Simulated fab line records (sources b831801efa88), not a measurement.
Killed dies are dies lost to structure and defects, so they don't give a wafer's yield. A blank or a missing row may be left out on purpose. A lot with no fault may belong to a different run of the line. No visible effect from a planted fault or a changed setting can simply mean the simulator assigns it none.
Which tool did it? || flow gf180mcu || 21 wafers sampled from 7 lots at 1 step of a route of 602

WHAT THE GAUGES SHOWED, per wafer
GF_STI_THK_MEAS_22.
{"lot": "L794", "measured": "day 2 09:29", "on": "film_metro-03", "STI_OXIDATION_01_THK (nm)": "14.97 15.02 14.99"}
{"lot": "L798", "measured": "day 3 09:38", "on": "film_metro-02", "STI_OXIDATION_01_THK (nm)": "14.94 14.84 14.86"}
{"lot": "L800", "measured": "day 3 15:34", "on": "film_metro-01", "STI_OXIDATION_01_THK (nm)": "14.93 14.81 14.82"}
{"lot": "L807", "measured": "day 5 03:56", "on": "film_metro-01", "STI_OXIDATION_01_THK (nm)": "14.95 15.07 15.05"}
{"lot": "L809", "measured": "day 5 13:31", "on": "film_metro-01", "STI_OXIDATION_01_THK (nm)": "15.24 15.62 15.58"}
{"lot": "L814", "measured": "day 6 17:39", "on": "film_metro-03", "STI_OXIDATION_01_THK (nm)": "15.28 15.35 15.25"}
{"lot": "L816", "measured": "day 7 02:13", "on": "film_metro-02", "STI_OXIDATION_01_THK (nm)": "15.54 15.21 15.31"}

EACH LOT AND THE TOOL THAT RAN IT (in order: tool; ch and the chambers of the sampled wafers; start)
There is no process step in the record ahead of these readings.

THE ANSWER, worked out from the rows above alone
Rule: usual is defined by the lots themselves. Put in order of their means at a reading, lots are off if they are a third of the lots or fewer, leave a main group of 4 or more, and stand apart from it by a gap of 3 or more times the standard deviation of the main group's means; of several such gaps the widest counts. If all means in a main group match to the digits the tables above print for the reading, that group is not used. Also off: a lot with no number at a reading for which 4 or more lots have one. The other lots that the step has rows for count as sound.
Nothing can be told from this: no lot is off at any reading shown.

WHAT WAS PUT IN BY THE SIMULATOR
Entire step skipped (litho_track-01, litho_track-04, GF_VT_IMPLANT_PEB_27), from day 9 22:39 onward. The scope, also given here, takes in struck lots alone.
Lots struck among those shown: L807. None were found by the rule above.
